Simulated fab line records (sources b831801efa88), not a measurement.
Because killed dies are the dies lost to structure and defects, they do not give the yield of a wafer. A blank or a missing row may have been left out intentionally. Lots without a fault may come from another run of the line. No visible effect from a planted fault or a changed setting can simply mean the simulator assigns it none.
fab line records | flow sky130
record lots=14 wafers=42 lastDay=49
route steps=708 shown METAL4@598 CAP2M@607
lots that met no fault: from a run of the same line without faults
startH: hours from the record's first day to the start of the lot's first wafer shown | waitH: hours since the lot's step before | " the same as in the row above | L1.1+2: a row that stands for several wafers | - no value present, or no start provided | * or withheld: withheld | < > ~ a bound
route shown NAME@n: a module of which the file shows steps, and the number in the route of the first | usual: the fault-free wafers' mean and standard deviation | same: alike in all rows | chamber/n: place in a boat | sites: per-site readings | _std_site: standard deviation across them | _edge_site: the outer-site mean with the inner-site mean subtracted | radiusMm: how far each site lies from the wafer's centre | mask NAME#n: copy n | behind: the most recent tool/chamber to have shaped the wafer | hold: what put the lot on hold/how long, in hours/how the hold closed | device: which transistor (n, p or np) failed to switch | end of line: the tests these same wafers got at the end of their route | for a step that has no rows: nothing shown but its recipe | killed: not the wafer's yield, but the dies lost to structure and defects at the first sort | map: per-die view of a wafer (x killed, . not killed, _ where there is no die)
set.NAME: the setting the step ran with; set.NAME@STEP: the setting that earlier step ran with | model.NAME: the simulator's own value behind a step, which no gauge read
steps of the route over a sample of lots; a table a step, a row a wafer
services: from which hour (startH, from the record's first day; less than 0 if before it) a tool's chamber was out of use, for how many hours, and why
## steps
# step SKY_METAL4_SPUTTER_00
# recipe material=Ti targetThkNm=15 powerW=3000 timeS=10 chamberPressurePa=0.4
# usual throttleValvePct=30.8/1.3
# columns lot.wafer tool chamber startH waitH throttleValvePct
L999.1 pvdSputter-02 - 933.09 0.2 30.4
L999.5 " - " " 32.4
L999.6 " - " " 31.7
L100.3 pvdSputter-03 - 938.12 0.1 31.0
L100.4 " - " " 33.2
L100.5 " - " " 29.6
L101.2 pvdSputter-02 - 946.37 0.2 30.3
L101.5 " - " " 32.0
L101.6 " - " " 29.8
L102.1 pvdSputter-02 - 950.44 0.2 30.3
L102.2 " - " " 32.3
L102.4 " - " " 31.5
L103.1 pvdSputter-03 - 961.22 0.2 29.7
L103.2 " - " " 31.3
L103.4 " - " " 31.2
L106.2 pvdSputter-01 - 982.58 0.2 32.2
L106.3 " - " " 30.0
L106.5 " - " " 30.0
L107.1 pvdSputter-01 - 990.98 0.2 29.8
L107.2 " - " " 30.0
L107.4 " - " " 29.8
L108.1 pvdSputter-02 - 1003.74 0.2 32.3
L108.4 " - " " 29.8
L108.6 " - " " 29.7
L109.4 pvdSputter-01 - 1005.81 0.1 29.7
L109.5 " - " " 32.2
L109.6 " - " " 30.0
L111.2 pvdSputter-03 - 1012.95 0.2 33.2
L111.4 " - " " 29.6
L111.5 " - " " 33.1
L112.1 pvdSputter-03 - 1018.35 0.2 30.9
L112.3 " - " " 33.3
L112.4 " - " " 29.5
L113.1 pvdSputter-03 - 1033.05 0.1 33.2
L113.2 " - " " 31.2
L113.3 " - " " 29.5
L114.3 pvdSputter-03 - 1042.66 0.2 30.0
L114.5 " - " " 33.1
L114.6 " - " " 29.4
L118.1 pvdSputter-01 - 1059.72 0.2 30.0
L118.3 " - " " 30.0
L118.4 " - " " 29.6
# step SKY_METAL4_SPUTTER_02
# recipe material=AlCu targetThkNm=735 powerW=10600 timeS=39.1 chamberPressurePa=0.4
# usual throttleValvePct=30.8/1.2
# columns lot.wafer tool chamber startH waitH throttleValvePct
L999.1 pvdSputter-02 - 933.14 0.0 30.1
L999.5 " - " " 32.4
L999.6 " - " " 31.5
L100.3 pvdSputter-03 - 938.16 0.0 31.2
L100.4 " - " " 33.0
L100.5 " - " " 29.4
L101.2 pvdSputter-02 - 946.41 0.0 30.0
L101.5 " - " " 32.1
L101.6 " - " " 29.5
L102.1 pvdSputter-02 - 950.48 0.0 30.2
L102.2 " - " " 32.3
L102.4 " - " " 31.1
L103.1 pvdSputter-03 - 961.26 0.0 29.6
L103.2 " - " " 31.2
L103.4 " - " " 31.0
L106.2 pvdSputter-01 - 982.63 0.0 32.0
L106.3 " - " " 29.8
L106.5 " - " " 30.2
L107.1 pvdSputter-01 - 991.03 0.0 30.3
L107.2 " - " " 30.2
L107.4 " - " " 29.4
L108.1 pvdSputter-02 - 1003.79 0.0 32.2
L108.4 " - " " 29.7
L108.6 " - " " 29.6
L109.4 pvdSputter-01 - 1005.86 0.0 29.9
L109.5 " - " " 31.8
L109.6 " - " " 30.1
L111.2 pvdSputter-03 - 1012.99 0.0 32.8
L111.4 " - " " 29.6
L111.5 " - " " 32.8
L112.1 pvdSputter-03 - 1018.40 0.0 31.1
L112.3 " - " " 33.1
L112.4 " - " " 29.6
L113.1 pvdSputter-03 - 1033.10 0.0 33.1
L113.2 " - " " 31.2
L113.3 " - " " 29.4
L114.3 pvdSputter-03 - 1042.71 0.0 29.7
L114.5 " - " " 33.1
L114.6 " - " " 29.6
L118.1 pvdSputter-01 - 1059.76 0.0 29.6
L118.3 " - " " 30.0
L118.4 " - " " 29.3
# step SKY_CAP2M_THK_MEAS_04
# recipe thkMeasGauge=xrf reads=TiN_of_CAP2M_SPUTTER_02
# usual CAP2M_TIN_THK=200.1/2.9
# columns lot.wafer tool chamber startH waitH CAP2M_TIN_THK[nm]
L999.1 filmMetro-02 - 933.56 0.1 198.8
L999.5 " - " " 198.4
L999.6 " - " " 196.5
L100.3 filmMetro-04 - 938.60 0.1 200.3
L100.4 " - " " 197.6
L100.5 " - " " 200.9
L101.2 filmMetro-04 - 946.84 0.1 201.0
L101.5 " - " " 201.3
L101.6 " - " " 201.1
L102.1 filmMetro-03 - 950.90 0.1 200.0
L102.2 " - " " 201.6
L102.4 " - " " 202.6
L103.1 filmMetro-02 - 961.68 0.1 199.3
L103.2 " - " " 196.6
L103.4 " - " " 195.3
L106.2 filmMetro-04 - 983.05 0.1 199.8
L106.3 " - " " 201.3
L106.5 " - " " 200.4
L107.1 filmMetro-03 - 991.45 0.1 205.0
L107.2 " - " " 202.7
L107.4 " - " " 203.8
L108.1 filmMetro-02 - 1004.20 0.1 205.6
L108.4 " - " " 202.4
L108.6 " - " " 201.0
L109.4 filmMetro-03 - 1006.31 0.1 196.5
L109.5 " - " " 197.5
L109.6 " - " " 199.5
L111.2 filmMetro-02 - 1013.42 0.1 193.8
L111.4 " - " " 194.5
L111.5 " - " " 195.7
L112.1 filmMetro-03 - 1018.82 0.1 205.2
L112.3 " - " " 203.1
L112.4 " - " " 203.3
L113.1 filmMetro-04 - 1033.52 0.1 202.2
L113.2 " - " " 201.2
L113.3 " - " " 202.6
L114.3 filmMetro-02 - 1043.15 0.1 203.3
L114.5 " - " " 201.4
L114.6 " - " " 202.8
L118.1 filmMetro-02 - 1060.18 0.1 196.7
L118.3 " - " " 199.5
L118.4 " - " " 197.9
# step SKY_CAP2M_STRIP_14
# recipe chemistry=O2/N2 powerW=1400 pressureMtorr=1500 platenTempC=withheld o2FlowSccm=3000 n2FlowSccm=300 overashFraction=0.5
# usual chamberPressureMTorr=1500.0/1.4 drypumpMotorCurrentA=5.9/0.45 oesProductAu=0.710/0.0045 stripTimeToEndpointS=12.65/0.049
# columns lot.wafer tool chamber startH waitH chamberPressureMTorr drypumpMotorCurrentA oesProductAu rfHoursCounterH stripTimeToEndpointS
L999.1 plasmaAsher-01 1 957.71 0.1 1501.9 6.2 0.706 21 12.70
L999.5 " 0 " " 1499.6 5.5 0.707 - 12.72
L999.6 " 1 " " 1500.7 6.3 0.707 - 12.72
L100.3 plasmaAsher-01 1 962.77 0.1 1500.4 6.2 0.711 - 12.55
L100.4 " 0 " " 1502.1 5.4 0.709 - 12.60
L100.5 " 1 " " 1500.5 6.2 0.712 - 12.59
L101.2 plasmaAsher-02 1 971.43 0.1 1500.6 6.2 0.705 115 12.63
L101.5 " 0 " " 1500.8 6.3 0.703 - 12.58
L101.6 " 1 " " 1498.8 6.2 0.715 - 12.55
L102.1 plasmaAsher-01 1 975.11 0.1 1498.0 6.2 0.714 23 12.74
L102.2 " 0 " " 1497.7 5.5 0.708 23 12.68
L102.4 " 1 " " 1502.8 6.2 0.710 - 12.73
L103.1 plasmaAsher-02 1 984.64 0.1 1501.0 6.1 0.705 117 12.63
L103.2 " 0 " " 1500.2 6.3 0.705 117 12.61
L103.4 " 1 " " 1498.0 6.2 0.711 - 12.66
L106.2 plasmaAsher-02 0 1006.00 0.1 1500.0 6.2 0.711 118 12.62
L106.3 " 0 " " 1500.1 6.3 0.709 - 12.62
L106.5 " 1 " " 1497.3 6.2 0.708 - 12.63
L107.1 plasmaAsher-02 1 1014.26 0.1 1499.2 6.2 0.703 119 12.62
L107.2 " 0 " " 1502.4 6.3 0.705 119 12.68
L107.4 " 0 " " 1501.5 6.3 0.710 - 12.64
L108.1 plasmaAsher-01 1 1027.48 0.1 1499.8 6.2 0.714 28 12.71
L108.4 " 0 " " 1500.5 5.5 0.715 - 12.74
L108.6 " 0 " " 1498.6 5.4 0.715 - 12.64
L109.4 plasmaAsher-04 0 1028.39 0.1 1501.8 5.0 0.702 - 12.66
L109.5 " 0 " " 1498.8 5.0 0.712 - 12.58
L109.6 " 1 " " 1500.7 5.4 0.713 - 12.63
L111.2 plasmaAsher-01 1 1035.73 0.1 1499.5 6.2 0.709 30 12.62
L111.4 " 1 " " 1497.3 6.3 0.711 - 12.67
L111.5 " 1 " " 1498.9 6.3 0.711 - 12.64
L112.1 plasmaAsher-02 0 1041.42 0.1 1498.1 6.3 0.711 120 12.64
L112.3 " 1 " " 1499.3 6.2 0.709 - 12.67
L112.4 " 0 " " 1497.8 6.3 0.708 - 12.61
L113.1 plasmaAsher-01 0 1055.86 0.1 1500.5 5.4 0.692 31 12.65
L113.2 " 1 " " 1498.3 6.3 0.715 31 12.68
L113.3 " 1 " " 1501.0 6.3 0.708 - 12.69
L114.3 plasmaAsher-01 0 1065.10 0.1 1498.4 5.5 0.717 - 12.57
L114.5 " 0 " " 1501.1 5.5 0.709 - 12.65
L114.6 " 1 " " 1498.3 6.3 0.713 - 12.61
L118.1 plasmaAsher-01 0 1081.38 0.1 1499.2 5.5 0.719 34 12.60
L118.3 " 1 " " 1499.2 6.2 0.708 - 12.59
L118.4 " 0 " " 1500.7 5.5 0.717 - 12.60
# step SKY_METAL4_METAL_ETCH_18
# recipe targetDepthA=8450 stopOn=SiO2 overEtchFrac=0.3 timeS=183.1 chemistry=Cl2/BCl3 resistSidewallDeg=88 pressureMtorr=10 icpW=900 biasW=48.5 Cl2_flow_sccm=60 bcl3FlowSccm=30
# usual chamberPressureMTorr=10.000/0.0094 drypumpMotorCurrentA=5.8/0.53 oesProductAu=0.867/0.0058 rfFwdPowerW=896.4/3 throttleValvePct=22.264/0.0096
# columns lot.wafer tool chamber startH waitH chamberPressureMTorr drypumpMotorCurrentA oesProductAu rfFwdPowerW rfHoursCounterH throttleValvePct
L999.1 rieMetal-01 1 982.09 0.0 9.988 6.2 0.870 899.5 15 22.252
L999.5 " 0 " " 10.009 5.2 0.864 894.6 - 22.259
L999.6 " 1 " " 10.009 6.2 0.859 897.1 - 22.256
L100.3 rieMetal-02 1 987.35 0.1 10.002 5.3 0.858 895.4 - 22.254
L100.4 " 0 " " 9.989 6.7 0.868 892.6 - 22.270
L100.5 " 0 " " 10.003 6.7 0.866 895.2 - 22.273
L101.2 rieMetal-03 1 996.07 0.0 10.009 5.4 0.866 898.8 4 22.256
L101.5 " 1 " " 10.008 5.4 0.859 897.9 - 22.259
L101.6 " 0 " " 9.995 6.1 0.865 896.1 - 22.264
L102.1 rieMetal-01 0 999.39 0.0 9.996 5.2 0.876 893.7 12 22.247
L102.2 " 1 " " 9.998 6.2 0.868 892.0 16 22.261
L102.4 " 1 " " 9.996 6.2 0.863 899.8 - 22.275
L103.1 rieMetal-03 1 1008.88 0.0 10.001 5.4 0.867 898.8 5 22.273
L103.2 " 0 " " 9.996 6.1 0.860 898.8 8 22.259
L103.4 " 0 " " 9.993 6.1 0.870 900.0 - 22.280
L106.2 rieMetal-02 1 1028.67 0.0 10.014 5.3 0.869 896.9 9 22.254
L106.3 " 0 " " 10.008 6.7 0.867 899.1 - 22.290
L106.5 " 0 " " 10.008 6.7 0.869 899.8 - 22.264
L107.1 rieMetal-01 1 1037.24 0.0 10.002 6.2 0.874 893.7 19 22.271
L107.2 " 0 " " 10.001 5.2 0.880 896.8 14 22.269
L107.4 " 0 " " 10.005 5.2 0.877 896.5 - 22.271
L108.1 rieMetal-03 1 1051.04 0.0 9.992 5.4 0.870 900.7 8 22.276
L108.4 " 0 " " 9.992 6.2 0.870 897.5 - 22.262
L108.6 " 0 " " 10.000 6.2 0.867 898.0 - 22.265
L109.4 rieMetal-01 0 1051.80 0.1 10.001 5.2 0.876 899.8 - 22.249
L109.5 " 0 " " 10.022 5.2 0.872 896.1 - 22.273
L109.6 " 1 " " 10.006 6.2 0.874 891.2 - 22.275
L111.2 rieMetal-03 0 1059.29 0.0 9.980 6.1 0.869 897.0 11 22.266
L111.4 " 1 " " 10.005 5.4 0.861 903.1 - 22.267
L111.5 " 0 " " 9.991 6.1 0.859 899.3 - 22.283
L112.1 rieMetal-03 0 1063.70 0.0 9.993 6.1 0.867 892.9 12 22.259
L112.3 " 1 " " 9.995 5.4 0.856 899.1 - 22.261
L112.4 " 0 " " 9.994 6.1 0.863 892.6 - 22.256
L113.1 rieMetal-01 0 1077.17 0.0 9.992 5.2 0.995 897.6 17 22.235
L113.2 " 1 " " 10.009 6.2 0.995 899.1 22 22.269
L113.3 " 1 " " 10.018 6.2 0.989 899.4 - 22.278
L114.3 rieMetal-03 1 1087.09 0.1 9.998 5.4 0.999 899.1 - 22.260
L114.5 " 1 " " 10.001 5.4 0.999 896.5 - 22.258
L114.6 " 0 " " 9.997 6.1 1.000 899.5 - 22.256
L118.1 rieMetal-02 1 1102.35 0.0 10.010 5.3 0.869 899.5 14 22.272
L118.3 " 1 " " 9.990 5.3 0.868 897.9 - 22.269
L118.4 " 0 " " 9.992 6.7 0.878 894.4 - 22.271
## services
# columns tool chamber startH hours kind
rieMetal-03 - 912.49 0.3 repair
pvdSputter-02 1 914.97 - consumableReplace:kit
plasmaAsher-04 - 931.17 2.8 repair
pvdSputter-03 3 949.36 - consumableReplace:kit
pvdSputter-03 3 949.36 18.0 scheduledDown
pvdSputter-03 3 949.36 18.0 ventCycle
rieMetal-03 - 973.50 0.1 repair
rieMetal-02 - 973.98 0.3 repair
rieMetal-02 - 982.99 1.4 pm
pvdSputter-03 - 993.22 1.9 repair
plasmaAsher-02 - 994.68 3.6 repair
plasmaAsher-01 - 1000.92 0.3 repair
rieMetal-02 0 1004.57 1.5 repair
pvdSputter-01 - 1007.28 4.8 repair
rieMetal-02 1 1011.69 1.6 repair
plasmaAsher-01 - 1016.57 0.9 repair
plasmaAsher-02 - 1022.15 14.6 pm
plasmaAsher-02 - 1055.25 9.0 pm
rieMetal-02 0 1084.20 1.4 repair
pvdSputter-03 2 1085.06 - consumableReplace:kit
pvdSputter-03 2 1085.06 18.0 scheduledDown
pvdSputter-03 2 1085.06 18.0 ventCycle
rieMetal-03 1 1095.31 2.1 repair
pvdSputter-01 - 1096.99 7.6 repair
## key
firstSign step=SKY_METAL4_METAL_ETCH_18 reading=oesProductAu direction=up sigmas=22 usual=0.867 struck=0.996
effect none on later readings
metAt SKY_METAL4_SPUTTER_02
struckLots L113,L114
laterRowsLeftOut L113.2,L113.3,L114.3,L114.5,L114.6
sortLeftOut L113.1,L113.2,L113.3,L114.3,L114.5,L114.6
notActingAt SKY_METAL4_SPUTTER_00,SKY_CAP2M_THK_MEAS_04,SKY_CAP2M_STRIP_14
onsetBetween 1018.40 1033.10
fault kind=processParameterDrift tool=pvdSputter-03 chamber=- onsetH=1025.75 steps=SKY_METAL4_SPUTTER_02 channel=targetThkNm offset=238.42 shape=step endH=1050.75 actsIn=theseRecipesOnly stated=735
# sortLeftOut: the simulated sort isn't trusted on such a fault, so these wafers' sort isn't shown, and their yield isn't known
# laterRowsLeftOut: the simulator's readings of these wafers behind a module that went badly wrong aren't trusted and aren't shown, but for the sort
